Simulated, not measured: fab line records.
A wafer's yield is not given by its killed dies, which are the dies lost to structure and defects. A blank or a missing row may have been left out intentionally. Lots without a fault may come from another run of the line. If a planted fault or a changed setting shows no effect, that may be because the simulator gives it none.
Which tool was responsible? + flow sfq_line + route of 325 steps, sampled at 1 step: 14 lots, 41 wafers

WHAT THE GAUGES READ, wafer by wafer
SFQ_INCOMING_BOW_MEAS_900. Usual: for INCOMING_BOW the level is 1 um and the standard deviation is 6.4.
| lot  | measured    | on            | INCOMING_BOW (um) | flag |
|------|-------------|---------------|-------------------|------|
| L826 | day 1 10:00 | film_metro-01 | 5 9 0             |      |
| L827 | day 1 15:01 | film_metro-04 | 3 -10 3           |      |
| L828 | day 1 20:01 | film_metro-03 | 5 6 5             |      |
| L829 | day 2 01:02 | film_metro-01 | -7 5 -2           |      |
| L831 | day 2 11:00 | film_metro-04 | 11 3 1            |      |
| L832 | day 2 16:00 | film_metro-03 | 7 -2              |      |
| L841 | day 4 13:02 | film_metro-04 | 0 -16 -4          |      |
| L842 | day 4 18:02 | film_metro-04 | -7 -11 2          |      |
| L844 | day 5 04:00 | film_metro-04 | 0 -3 -6           |      |
| L845 | day 5 09:00 | film_metro-04 | -1 2 9            |      |
| L846 | day 5 14:00 | film_metro-04 | -1 0 -8           |      |
| L847 | day 5 19:01 | film_metro-04 | 4 0 -1            |      |
| L848 | day 6 00:00 | film_metro-01 | 10 4 -2           |      |
| L849 | day 6 05:01 | film_metro-04 | 10 1 -4           |      |

EACH LOT AND THE TOOL THAT RAN IT (in order: tool; ch and the chambers of the sampled wafers; start)
The record shows no process step preceding these readings.

AS READ BY THE TOOLS THEMSELVES (means over the sampled wafers that have a number; for cases with no such wafer, the mark the record gives instead)
The record holds no such reading with a usual standard deviation.

THE ANSWER, worked out from the rows above alone
Rule: take the mean of a lot's wafers that have a number; if it is more than 3 standard deviations from the usual mean, the lot is off. A lot without any number at a reading at which 4 lots or more have one is off too. Where the step has rows for the other lots, those lots are counted as sound. After the gauges, taken in route order, come the tools' own readings; for these a lot's mean is taken, as printed above. At the first step where some lot is off, the reading lying furthest off is the one used; lots without a number count as furthest.
No lot is off at any reading shown: from this, nothing can be told.

WHAT THE SIMULATOR PUT IN
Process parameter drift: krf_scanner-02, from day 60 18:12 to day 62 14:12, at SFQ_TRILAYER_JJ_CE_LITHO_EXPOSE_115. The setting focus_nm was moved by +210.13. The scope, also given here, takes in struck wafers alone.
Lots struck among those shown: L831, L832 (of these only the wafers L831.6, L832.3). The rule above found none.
